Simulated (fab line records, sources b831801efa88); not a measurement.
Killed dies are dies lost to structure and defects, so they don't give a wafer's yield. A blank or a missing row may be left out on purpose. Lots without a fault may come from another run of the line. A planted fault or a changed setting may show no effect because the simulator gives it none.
Chamber matching | flow gf180mcu | GF_V3_CMP_26 on cmp-01: 4 sister chambers
The step polishes, stops on SiO2, t overpolish 15 s, target thk 0 nm. 27 wafers are shown with their chamber, then 12 later ones without.

WAFERS WITH THEIR CHAMBER
wafer  | chamber | motor_current_A (A) | time_to_endpoint_s (s) | overpolish_run_s (s)
L075.4 | 0       | 10.9                | 85                     | 14.992
L075.5 | 1       | 10.1                | 74                     | 15.014
L075.6 | 0       | 10.5                | 84                     | 14.994
L076.1 | 3       | 14.3                | 83                     | 14.998
L076.2 | 2       | 13.2                | 84                     | 15.009
L076.5 | 0       | 10.1                | 83                     | 14.993
L077.1 | 2       | 12.9                | 80                     | 15.008
L077.4 | 0       | 10.9                | 83                     | 15.012
L077.6 | 3       | 13.9                | 83                     | 15.002
L078.2 | 3       | 13.8                | 81                     | 15.004
L078.5 | 1       | 9.7                 | 78                     | 15.006
L078.6 | 0       | 10.2                | 82                     | 14.998
L079.2 | 0       | 10.6                | 84                     | 15.007
L079.3 | 2       | 13.6                | 85                     | 14.997
L079.5 | 1       | 10.2                | 78                     | 14.998
L080.2 | 2       | 13.1                | 81                     | 15.003
L080.4 | 3       | 14.0                | 78                     | 14.991
L080.5 | 3       | 14.2                | 79                     | 14.997
L082.1 | 3       | 14.2                | 82                     | 14.998
L082.3 | 0       | 10.6                | 84                     | 15.001
L082.4 | 1       | 9.9                 | 78                     | 14.996
L083.3 | 0       | 10.7                | 79                     | 15.006
L083.4 | 3       | 14.1                | 78                     | 15.011
L083.6 | 3       | 14.1                | 82                     | 14.999
L088.2 | 0       | 10.3                | 77                     | 14.991
L088.3 | 2       | 13.7                | 83                     | 14.996
L088.6 | 0       | 10.4                | 77                     | 15.003

SIGNATURES (means of the wafers above)
reading            | chamber 0 | chamber 1 | chamber 2 | chamber 3 | scatter within a chamber
motor_current_A    | 10.520    | 9.975     | 13.300    | 14.075    | 0.254
time_to_endpoint_s | 81.80     | 77.00     | 82.60     | 80.75     | 2.49
overpolish_run_s   | 14.99970  | 15.00350  | 15.00260  | 15.00000  | 0.00679
Rule: a wafer's distance from a chamber is the root of the sum, over the readings, of the square of ((its reading less the chamber's mean) divided by the reading's scatter). The wafer belongs to the nearest chamber; if the next one is less than 2 further off, it can't be placed. The scatter: the root of (the sum of the squares of (reading less its chamber's mean) over the shown wafers, divided by (wafers less chambers)).

WAFERS WITHOUT THEIR CHAMBER
wafer  | motor_current_A (A) | time_to_endpoint_s (s) | overpolish_run_s (s)
L089.2 | 13.0                | 82                     | 15.009
L089.3 | 9.5                 | 76                     | 14.981
L089.6 | 10.2                | 77                     | 15.022
L094.1 | 10.5                | 77                     | 15.004
L094.2 | 13.9                | 80                     | 15.009
L094.3 | 10.5                | 75                     | 15.015
L096.2 | 10.0                | 79                     | 15.006
L096.4 | 14.0                | 76                     | 14.993
L096.5 | 13.8                | 79                     | 14.992
L097.1 | 10.4                | 73                     | 15.012
L097.4 | 13.8                | 78                     | 14.986
L097.5 | 9.9                 | 77                     | 14.993

WHICH CHAMBER EACH WENT THROUGH
wafer  | from the rows above     | in truth
L089.2 | 2                       | 2
L089.3 | can't be placed: 1 or 0 | 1
L089.6 | can't be placed: 1 or 0 | 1
L094.1 | can't be placed: 0 or 1 | 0
L094.2 | can't be placed: 3 or 2 | 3
L094.3 | can't be placed: 1 or 0 | 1
L096.2 | can't be placed: 1 or 0 | 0
L096.4 | can't be placed: 3 or 2 | 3
L096.5 | can't be placed: 3 or 2 | 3
L097.1 | can't be placed: 1 or 0 | 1
L097.4 | can't be placed: 3 or 2 | 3
L097.5 | can't be placed: 1 or 0 | 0
Placed correctly: 1 of 12. Can't be placed from these rows: 11 (the true chamber is among the candidates in 11). Placed wrongly: 0.
